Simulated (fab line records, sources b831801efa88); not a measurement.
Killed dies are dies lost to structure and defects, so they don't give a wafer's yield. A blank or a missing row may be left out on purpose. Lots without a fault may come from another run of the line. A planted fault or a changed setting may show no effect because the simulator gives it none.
fab line records | flow sky130 | part 1 of 2: steps 1 to 25 of 36
record lots=5 wafers=15 last_day=50
route steps=708 shown VIA3@592 METAL4@598 CAP2M@603
lots that met no fault: from a run of the same line without faults
start_h: hours from the record's first day to the start of the lot's first wafer shown | wait_h: hours since the lot's step before | " the same as in the row above | L1.1+2: a row that stands for several wafers | - no value, or no start given | * or withheld: withheld | < > ~ a bound
route shown NAME@n: a module of which the file shows steps, and the number in the route of the first | usual: mean/standard deviation of fault-free wafers | same: alike in all rows | chamber/n: place in a boat | sites: the reading at each site | _std_site: their standard deviation | _edge_site: outer sites' mean less inner sites' | radius_mm: how far each site lies from the wafer's centre | mask NAME#n: copy n | behind: the tool/chamber that last shaped the wafer | hold: why the lot was held/for how many hours/how that ended | device: the transistor (n, p or np) that didn't switch | end of line: the same wafers' tests at the end of the route | a step without rows: its recipe alone | killed: dies lost to structure and defects at the first sort, not the wafer's yield | map: a wafer's dies, x killed, . not, _ none there
set.NAME: the setting as run; set.NAME@STEP: as run at that earlier step | model.NAME: the simulator's own value behind a step, which no gauge read
lots at some steps of the route; a table a step, a row a wafer
services: from which hour (start_h, from the record's first day; less than 0 if before it) a tool's chamber was out of use, for how many hours, and why
## steps
# step SKY_VIA3_CLEAN_19
# recipe chemistry=O3/DIW dry=n2_spin
# columns lot.wafer tool chamber start_h wait_h
L078.3+5+6 wet_bench-01 3 964.27 0.0
L081.1+3+4 wet_bench-02 1 986.38 0.0
L087.1+3+6 wet_bench-02 0 1025.03 0.0
L092.3+5+6 wet_bench-01 2 1056.17 0.0
L097.1+2+6 wet_bench-03 3 1081.92 0.0
# step SKY_VIA3_SPUTTER_20
# recipe material=TiN target_thk_nm=20 chamber_pressure_pa=5 power_w=4000 time_s=80
# usual throttle_valve_pct=29.8/0.96
# columns lot.wafer tool chamber start_h wait_h throttle_valve_pct
L078.3 pvd_sputter-03 - 964.37 0.0 29.6
L078.5 " - " " 29.4
L078.6 " - " " 28.4
L081.1 pvd_sputter-01 - 986.47 0.0 29.9
L081.3 " - " " 30.7
L081.4 " - " " 32.2
L087.1 pvd_sputter-01 - 1025.12 0.0 29.5
L087.3 " - " " 29.8
L087.6 " - " " 29.8
L092.3 pvd_sputter-01 - 1056.26 0.0 29.7
L092.5 " - " " 29.9
L092.6 " - " " 29.2
L097.1 pvd_sputter-03 - 1082.02 0.0 28.6
L097.2 " - " " 29.5
L097.6 " - " " 30.1
# step SKY_VIA3_CVD_21
# recipe material=W target_thk_nm=390 time_s=117.31 temp_c=400 pressure_torr=40
# usual heater_power_w=884/55 susceptor_temp_C=400.04/0.21
# columns lot.wafer tool chamber start_h wait_h heater_power_w susceptor_temp_C
L078.3 cvd_w-01 0 964.47 0.1 828 399.66
L078.5 " 0 " " 819 400.28
L078.6 " 1 " " 849 400.60
L081.1 cvd_w-02 1 986.53 0.0 977 399.94
L081.3 " 1 " " 954 399.77
L081.4 " 0 " " 902 400.21
L087.1 cvd_w-01 0 1025.18 0.0 842 399.82
L087.3 " 0 " " 836 399.59
L087.6 " 0 " " 818 399.53
L092.3 cvd_w-02 0 1056.36 0.1 907 400.21
L092.5 " 0 " " 906 400.14
L092.6 " 1 " " 965 400.29
L097.1 cvd_w-01 1 1082.09 0.0 840 399.94
L097.2 " 0 " " 816 400.14
L097.6 " 0 " " 835 400.06
# step SKY_VIA3_RS_MEAS_22
# recipe thk_meas_gauge=four-point-probe reads=W_of_VIA3_CVD_21+TiN_of_VIA3_SPUTTER_20
# usual VIA3_W_RS=0.295/0.0033
# columns lot.wafer tool chamber start_h wait_h VIA3_W_RS[ohm/sq]
L078.3 film_metro-01 - 964.59 0.1 0.291
L078.5 " - " " 0.294
L078.6 " - " " 0.290
L081.1 film_metro-04 - 986.65 0.1 0.297
L081.3 " - " " 0.301
L081.4 " - " " 0.305
L087.1 film_metro-04 - 1025.32 0.1 0.297
L087.3 " - " " 0.295
L087.6 " - " " 0.298
L092.3 film_metro-04 - 1056.48 0.1 0.303
L092.5 " - " " 0.301
L092.6 " - " " 0.298
L097.1 film_metro-01 - 1082.21 0.1 0.293
L097.2 " - " " 0.292
L097.6 " - " " 0.298
# step SKY_VIA3_THK_MEAS_23
# recipe thk_meas_gauge=xrf reads=W_of_VIA3_CVD_21
# usual VIA3_W_THK=414/4.7
# columns lot.wafer tool chamber start_h wait_h VIA3_W_THK[nm]
L078.3 film_metro-01 - 964.69 0.1 421
L078.5 " - " " 414
L078.6 " - " " 419
L081.1 film_metro-04 - 986.77 0.1 418
L081.3 " - " " 415
L081.4 " - " " 405
L087.1 film_metro-04 - 1025.44 0.1 415
L087.3 " - " " 417
L087.6 " - " " 413
L092.3 film_metro-04 - 1056.58 0.1 406
L092.5 " - " " 411
L092.6 " - " " 412
L097.1 film_metro-01 - 1082.33 0.1 418
L097.2 " - " " 417
L097.6 " - " " 410
# step SKY_VIA3_CMP_24
# recipe stop_on=SiO2 t_overpolish_s=20 down_force_psi=3.5 platen_rpm=60 target_thk_nm=0 pad_velocity_m_s=0.94248
# usual edge_zone_pressure_frac=1.000/0.0048 motor_current_A=11.1/0.86 overpolish_run_s=20.000/0.0081 time_to_endpoint_s=95/3.3
# columns lot.wafer tool chamber start_h wait_h edge_zone_pressure_frac motor_current_A overpolish_run_s time_to_endpoint_s
L078.3 cmp-02 2 964.78 0.1 0.998 10.9 19.994 99
L078.5 " 1 " " 0.996 11.6 19.989 95
L078.6 " 2 " " 1.001 10.6 20.007 100
L081.1 cmp-01 0 986.83 0.1 0.999 11.5 19.994 93
L081.4 " 2 " " 1.004 12.1 19.991 93
L081.3 " 3 " " 0.997 11.9 19.994 95
L087.3 cmp-01 1 1025.50 0.0 1.005 11.7 20.005 91
L087.1 " 2 " " 1.002 12.1 20.000 90
L087.6 " 2 " " 1.002 11.5 20.009 90
L092.3 cmp-01 2 1056.67 0.1 0.996 12.0 20.006 93
L092.5 " 1 " " 0.996 12.2 20.012 93
L092.6 " 2 " " 1.005 11.6 19.998 99
L097.2 cmp-02 3 1082.39 0.0 1.005 11.6 19.990 99
L097.1 " 1 " " 0.993 10.8 20.013 94
L097.6 " 3 " " 1.003 10.8 19.997 98
# step SKY_METAL4_SPUTTER_00
# recipe material=Ti target_thk_nm=15 power_w=3000 time_s=10 chamber_pressure_pa=0.4
# usual throttle_valve_pct=29.9/0.91
# columns lot.wafer tool chamber start_h wait_h throttle_valve_pct
L078.3 pvd_sputter-02 - 965.03 0.2 29.4
L078.5 " - " " 29.6
L078.6 " - " " 29.3
L081.1 pvd_sputter-02 - 987.13 0.2 28.9
L081.3 " - " " 31.0
L081.4 " - " " 29.4
L087.1 pvd_sputter-04 - 1025.80 0.2 30.5
L087.3 " - " " 31.2
L087.6 " - " " 28.9
L092.3 pvd_sputter-02 - 1056.92 0.2 30.9
L092.5 " - " " 29.3
L092.6 " - " " 29.6
L097.1 pvd_sputter-04 - 1082.69 0.1 30.5
L097.2 " - " " 31.7
L097.6 " - " " 31.5
# step SKY_METAL4_SPUTTER_01
# recipe material=TiN target_thk_nm=20 power_w=6500 time_s=16.7 chamber_pressure_pa=0.4
# usual throttle_valve_pct=29.9/0.92
# columns lot.wafer tool chamber start_h wait_h throttle_valve_pct
L078.3 pvd_sputter-02 - 965.05 0.0 29.5
L078.5 " - " " 29.3
L078.6 " - " " 29.2
L081.1 pvd_sputter-02 - 987.16 0.0 28.9
L081.3 " - " " 30.7
L081.4 " - " " 29.3
L087.1 pvd_sputter-04 - 1025.82 0.0 30.4
L087.3 " - " " 31.7
L087.6 " - " " 29.3
L092.3 pvd_sputter-02 - 1056.95 0.0 31.0
L092.5 " - " " 29.6
L092.6 " - " " 29.5
L097.1 pvd_sputter-04 - 1082.71 0.0 30.4
L097.2 " - " " 31.5
L097.6 " - " " 31.3
# step SKY_METAL4_SPUTTER_02
# recipe material=AlCu target_thk_nm=735 power_w=10600 time_s=39.1 chamber_pressure_pa=0.4
# usual throttle_valve_pct=29.9/0.92
# columns lot.wafer tool chamber start_h wait_h throttle_valve_pct
L078.3 pvd_sputter-02 - 965.08 0.0 29.2
L078.5 " - " " 29.4
L078.6 " - " " 29.4
L081.1 pvd_sputter-02 - 987.18 0.0 28.8
L081.3 " - " " 30.8
L081.4 " - " " 29.3
L087.1 pvd_sputter-04 - 1025.85 0.0 30.6
L087.3 " - " " 31.7
L087.6 " - " " 29.3
L092.3 pvd_sputter-02 - 1056.97 0.0 30.8
L092.5 " - " " 29.2
L092.6 " - " " 29.6
L097.1 pvd_sputter-04 - 1082.74 0.0 30.9
L097.2 " - " " 31.5
L097.6 " - " " 31.6
# step SKY_METAL4_SPUTTER_03
# recipe material=Ti target_thk_nm=5 power_w=3000 time_s=3.3 chamber_pressure_pa=0.4
# usual throttle_valve_pct=29.9/0.92
# columns lot.wafer tool chamber start_h wait_h throttle_valve_pct
L078.3 pvd_sputter-02 - 965.12 0.0 29.2
L078.5 " - " " 29.3
L078.6 " - " " 29.3
L081.1 pvd_sputter-02 - 987.22 0.0 28.8
L081.3 " - " " 30.7
L081.4 " - " " 29.4
L087.1 pvd_sputter-04 - 1025.88 0.0 30.7
L087.3 " - " " 31.2
L087.6 " - " " 29.2
L092.3 pvd_sputter-02 - 1057.01 0.0 31.2
L092.5 " - " " 29.3
L092.6 " - " " 29.2
L097.1 pvd_sputter-04 - 1082.77 0.0 30.5
L097.2 " - " " 31.2
L097.6 " - " " 31.5
# step SKY_METAL4_SPUTTER_04
# recipe material=TiN target_thk_nm=70 power_w=6500 time_s=58.3 chamber_pressure_pa=0.4
# usual throttle_valve_pct=29.9/0.91
# columns lot.wafer tool chamber start_h wait_h throttle_valve_pct
L078.3 pvd_sputter-02 - 965.13 0.0 29.1
L078.5 " - " " 29.4
L078.6 " - " " 29.1
L081.1 pvd_sputter-02 - 987.24 0.0 28.8
L081.3 " - " " 30.9
L081.4 " - " " 29.3
L087.1 pvd_sputter-04 - 1025.90 0.0 30.3
L087.3 " - " " 31.4
L087.6 " - " " 29.5
L092.3 pvd_sputter-02 - 1057.03 0.0 30.7
L092.5 " - " " 29.3
L092.6 " - " " 29.4
L097.1 pvd_sputter-04 - 1082.79 0.0 30.6
L097.2 " - " " 31.5
L097.6 " - " " 31.4
# step SKY_CAP2M_CVD_00
# recipe material=SiO2 target_thk_nm=15.5 temp_c=400 time_s=withheld rf_w=450
# usual heater_power_w=670/73 susceptor_temp_C=400.01/0.22
# columns lot.wafer tool chamber start_h wait_h heater_power_w susceptor_temp_C
L078.3 pecvd-02 1 965.18 0.0 716 400.18
L078.5 " 1 " " 711 399.76
L078.6 " 0 " " 693 400.02
L081.1 pecvd-02 0 987.29 0.0 695 400.10
L081.3 " 2 " " 549 400.07
L081.4 " 2 " " 555 400.29
L087.1 pecvd-01 2 1025.95 0.0 623 400.45
L087.3 " 0 " " 677 399.83
L087.6 " 0 " " 669 399.93
L092.3 pecvd-01 0 1057.08 0.0 671 400.08
L092.5 " 2 " " 564 399.94
L092.6 " 1 " " 692 400.01
L097.1 pecvd-01 0 1082.84 0.0 646 400.17
L097.2 " 1 " " 675 400.34
L097.6 " 0 " " 641 399.86
# step SKY_CAP2M_THK_MEAS_01
# recipe reads=SiO2_of_CAP2M_CVD_00
# usual CAP2M_CVD_00_THK=15.54/0.24
# columns lot.wafer tool chamber start_h wait_h CAP2M_CVD_00_THK[nm]
L078.3 film_metro-03 - 965.22 - 15.55
L078.5 " - " " 15.81
L078.6 " - " " 15.82
L081.1 film_metro-02 - 987.31 - 15.63
L081.3 " - " " 15.14
L081.4 " - " " 15.49
L087.1 film_metro-03 - 1025.97 - 15.47
L087.3 " - " " 15.45
L087.6 " - " " 15.70
L092.3 film_metro-03 - 1057.12 - 15.57
L092.5 " - " " 15.60
L092.6 " - " " 15.66
L097.1 film_metro-03 - 1082.87 - 15.35
L097.2 " - " " 15.32
L097.6 " - " " 15.75
# step SKY_CAP2M_SPUTTER_02
# recipe material=TiN target_thk_nm=200 temp_c=300 power_w=6500 time_s=166.7 chamber_pressure_pa=0.4
# usual susceptor_temp_C=299.99/0.18 throttle_valve_pct=30.3/1
# columns lot.wafer tool chamber start_h wait_h susceptor_temp_C throttle_valve_pct
L078.3 pvd_sputter-04 - 965.26 0.0 300.02 30.0
L078.5 " - " " 299.83 29.0
L078.6 " - " " 300.10 31.5
L081.1 pvd_sputter-01 - 987.37 0.1 299.95 31.9
L081.3 " - " " 299.67 29.9
L081.4 " - " " 300.10 30.7
L087.1 pvd_sputter-02 - 1026.03 0.1 299.88 29.4
L087.3 " - " " 300.07 30.9
L087.6 " - " " 299.98 28.8
L092.3 pvd_sputter-04 - 1057.16 0.0 300.30 30.5
L092.5 " - " " 299.92 30.6
L092.6 " - " " 299.83 30.0
L097.1 pvd_sputter-01 - 1082.93 0.1 300.49 29.3
L097.2 " - " " 299.96 30.0
L097.6 " - " " 300.15 29.7
# step SKY_CAP2M_RS_MEAS_03
# recipe thk_meas_gauge=four-point-probe reads=TiN_of_CAP2M_SPUTTER_02
# usual CAP2M_TIN_RS=6.88/0.064
# columns lot.wafer tool chamber start_h wait_h CAP2M_TIN_RS[ohm/sq]
L078.3 film_metro-04 - 965.41 0.1 6.92
L078.5 " - " " 6.81
L078.6 " - " " 6.84
L081.1 film_metro-03 - 987.48 0.1 6.78
L081.3 " - " " 6.90
L081.4 " - " " 7.00
L087.1 film_metro-03 - 1026.14 0.1 6.93
L087.3 " - " " 6.99
L087.6 " - " " 6.99
L092.3 film_metro-04 - 1057.31 0.1 6.91
L092.5 " - " " 6.84
L092.6 " - " " 6.94
L097.1 film_metro-03 - 1083.04 0.1 6.92
L097.2 " - " " 6.88
L097.6 " - " " 6.88
# step SKY_CAP2M_THK_MEAS_04
# recipe thk_meas_gauge=xrf reads=TiN_of_CAP2M_SPUTTER_02
# usual CAP2M_TIN_THK=196.2/2
# columns lot.wafer tool chamber start_h wait_h CAP2M_TIN_THK[nm]
L078.3 film_metro-04 - 965.51 0.1 195.0
L078.5 " - " " 198.1
L078.6 " - " " 196.3
L081.1 film_metro-03 - 987.60 0.1 198.8
L081.3 " - " " 196.4
L081.4 " - " " 194.0
L087.1 film_metro-03 - 1026.26 0.1 195.2
L087.3 " - " " 193.0
L087.6 " - " " 192.9
L092.3 film_metro-04 - 1057.41 0.1 195.8
L092.5 " - " " 197.9
L092.6 " - " " 193.7
L097.1 film_metro-03 - 1083.16 0.1 195.6
L097.2 " - " " 196.3
L097.6 " - " " 196.2
# step SKY_CAP2M_DEHYDRATE_05
# recipe temp_c=200 time_s=60
# usual exhaust_pa=45.0/0.84
# columns lot.wafer tool chamber start_h wait_h exhaust_pa
L078.3 litho_track-01 0 977.37 11.8 43.9
L078.5 " 0 " " 44.8
L078.6 " 0 " " 45.0
L081.1 litho_track-03 0 999.01 11.4 44.3
L081.3 " 0 " " 44.9
L081.4 " 0 " " 45.3
L087.1 litho_track-03 0 1036.41 10.1 44.9
L087.3 " 0 " " 46.0
L087.6 " 0 " " 45.7
L092.3 litho_track-02 0 1068.27 10.8 44.6
L092.5 " 0 " " 45.4
L092.6 " 0 " " 45.4
L097.1 litho_track-01 0 1093.52 10.3 45.4
L097.2 " 0 " " 45.3
L097.6 " 0 " " 46.0
# step SKY_CAP2M_HMDS_06
# recipe prime_time_s=60 prime_temp_c=120
# usual exhaust_pa=45.0/0.94
# columns lot.wafer tool chamber start_h wait_h exhaust_pa
L078.3 litho_track-01 0 977.52 0.1 45.3
L078.5 " 0 " " 47.6
L078.6 " 0 " " 46.4
L081.1 litho_track-03 0 999.16 0.1 44.8
L081.3 " 0 " " 46.2
L081.4 " 0 " " 45.0
L087.1 litho_track-03 0 1036.56 0.1 46.3
L087.3 " 0 " " 44.5
L087.6 " 0 " " 45.2
L092.3 litho_track-02 0 1068.42 0.1 44.0
L092.5 " 0 " " 43.6
L092.6 " 0 " " 44.6
L097.1 litho_track-01 0 1093.67 0.1 45.5
L097.2 " 0 " " 44.9
L097.6 " 0 " " 44.7
# step SKY_CAP2M_COAT_07
# recipe resist=NOVOLAK spin_rpm=3000 resist_thk_nm=1140
# usual exhaust_pa=45.1/0.97 spin_speed_rpm=2999.5/2.1
# columns lot.wafer tool chamber start_h wait_h exhaust_pa spin_speed_rpm
L078.3 litho_track-01 0 977.67 0.1 45.5 2997.4
L078.5 " 0 " " 47.3 2999.3
L078.6 " 0 " " 45.0 3001.0
L081.1 litho_track-03 0 999.31 0.1 44.5 2999.7
L081.3 " 0 " " 43.5 2997.4
L081.4 " 0 " " 44.2 2998.6
L087.1 litho_track-03 0 1036.71 0.1 44.7 3000.0
L087.3 " 0 " " 44.7 2999.1
L087.6 " 0 " " 44.0 3000.3
L092.3 litho_track-02 0 1068.57 0.1 46.7 2997.7
L092.5 " 0 " " 45.7 2999.9
L092.6 " 0 " " 47.2 3001.1
L097.1 litho_track-01 0 1093.82 0.1 46.1 2995.0
L097.2 " 0 " " 44.9 2998.5
L097.6 " 0 " " 45.7 2997.8
# step SKY_CAP2M_SOFTBAKE_08
# recipe temp_c=90 time_s=60 resist=NOVOLAK
# usual exhaust_pa=44.7/0.97
# columns lot.wafer tool chamber start_h wait_h exhaust_pa
L078.3 litho_track-01 0 977.82 0.1 44.7
L078.5 " 0 " " 46.1
L078.6 " 0 " " 45.3
L081.1 litho_track-03 0 999.46 0.1 45.7
L081.3 " 0 " " 44.1
L081.4 " 0 " " 44.8
L087.1 litho_track-03 0 1036.86 0.1 44.6
L087.3 " 0 " " 44.9
L087.6 " 0 " " 45.7
L092.3 litho_track-02 0 1068.72 0.1 45.6
L092.5 " 0 " " 45.5
L092.6 " 0 " " 44.6
L097.1 litho_track-01 0 1093.97 0.1 46.2
L097.2 " 0 " " 44.5
L097.6 " 0 " " 46.7
# step SKY_CAP2M_EXPOSE_09
# recipe mask_id=CAP2M na=0.6 source_shape=conventional sigma_outer=0.6 polarization=unpolarized target_cd_nm=1000 dose_mj=159
# columns lot.wafer tool chamber start_h wait_h mask
L078.3+5+6 iline_stepper-01 0 - - CAP2M#0
L081.1+3+4 iline_stepper-02 0 - - CAP2M#0
L087.1+3+6 iline_stepper-02 0 - - CAP2M#0
L092.3+5+6 iline_stepper-01 0 - - CAP2M#0
L097.1+2+6 iline_stepper-02 0 - - CAP2M#0
# step SKY_CAP2M_PEB_10
# recipe temp_c=withheld time_s=* resist=NOVOLAK
# usual exhaust_pa=45.0/0.93
# columns lot.wafer tool chamber start_h wait_h exhaust_pa
L078.3 litho_track-03 0 - - 44.5
L078.5 " 0 " " 45.1
L078.6 " 0 " " 44.9
L081.1 litho_track-03 0 - - 44.6
L081.3 " 0 " " 44.2
L081.4 " 0 " " 44.7
L087.1 litho_track-02 0 - - 44.7
L087.3 " 0 " " 44.6
L087.6 " 0 " " 44.7
L092.3 litho_track-01 0 - - 46.2
L092.5 " 0 " " 46.1
L092.6 " 0 " " 44.5
L097.1 litho_track-02 0 - - 45.2
L097.2 " 0 " " 44.0
L097.6 " 0 " " 44.9
# step SKY_CAP2M_DEVELOP_11
# recipe resist=NOVOLAK developer=TMAH develop_time_s=60 dev_temp_c=23
# usual exhaust_pa=45.2/0.86
# columns lot.wafer tool chamber start_h wait_h exhaust_pa
L078.3 litho_track-03 0 989.16 0.1 43.2
L078.5 " 0 " " 44.5
L078.6 " 0 " " 45.9
L081.1 litho_track-03 0 1009.91 0.1 45.7
L081.3 " 0 " " 45.7
L081.4 " 0 " " 45.5
L087.1 litho_track-02 0 1048.32 0.1 46.0
L087.3 " 0 " " 45.9
L087.6 " 0 " " 46.1
L092.3 litho_track-01 0 1078.67 0.1 44.8
L092.5 " 0 " " 44.7
L092.6 " 0 " " 44.2
L097.1 litho_track-02 0 1103.62 0.1 44.7
L097.2 " 0 " " 44.3
L097.6 " 0 " " 44.5
# step SKY_CAP2M_OVL_MEAS_12
# usual CAP2M_OVL=0.8/1.4
# columns lot.wafer tool chamber start_h wait_h CAP2M_OVL[nm]
L078.3 overlay-01 - 989.27 0.1 -1.2
L078.5 " - " " -1.1
L078.6 " - " " -1.2
L081.1 overlay-02 - 1010.06 0.1 2.8
L081.3 " - " " 1.8
L081.4 " - " " 2.6
L087.1 overlay-01 - 1048.47 0.1 2.2
L087.3 " - " " 2.8
L087.6 " - " " 2.6
L092.3 overlay-01 - 1078.78 0.1 0.7
L092.5 " - " " -0.6
L092.6 " - " " -0.9
L097.1 overlay-01 - 1103.77 0.1 0.6
L097.2 " - " " -0.9
L097.6 " - " " 0.5
# step SKY_CAP2M_METAL_ETCH_13
# recipe target_depth_nm=220 stop_on=SiO2 chemistry=Cl2/BCl3 target=TiN pressure_mtorr=10 icp_w=869.6 bias_w=48.5 Cl2_flow_sccm=60 bcl3_flow_sccm=30 time_s=62.9
# usual drypump_motor_current_A=5.5/0.49 oes_product_au=0.942/0.0067 throttle_valve_pct=21.901/0.0087
# columns lot.wafer tool chamber start_h wait_h drypump_motor_current_A oes_product_au rf_hours_counter_h throttle_valve_pct
L078.3 rie_metal-02 0 989.32 0.0 6.3 0.932 - 21.910
L078.5 " 0 " " 6.3 0.943 - 21.907
L078.6 " 1 " " 5.3 0.948 - 21.902
L081.1 rie_metal-02 0 1010.09 0.0 6.3 0.957 19 21.905
L081.3 " 1 " " 5.3 0.940 - 21.895
L081.4 " 0 " " 6.3 0.934 - 21.904
L087.1 rie_metal-04 1 1048.50 0.0 4.9 0.933 21 21.901
L087.3 " 1 " " 5.0 0.942 - 21.909
L087.6 " 1 " " 5.0 0.929 - 21.895
L092.3 rie_metal-03 1 1078.83 0.0 6.0 0.941 - 21.903
L092.5 " 1 " " 6.0 0.951 - 21.902
L092.6 " 0 " " 5.1 0.938 - 21.912
L097.1 rie_metal-02 0 1103.80 0.0 6.3 0.942 1 21.904
L097.2 " 1 " " 5.3 0.952 16 21.898
L097.6 " 1 " " 5.3 0.943 - 21.892
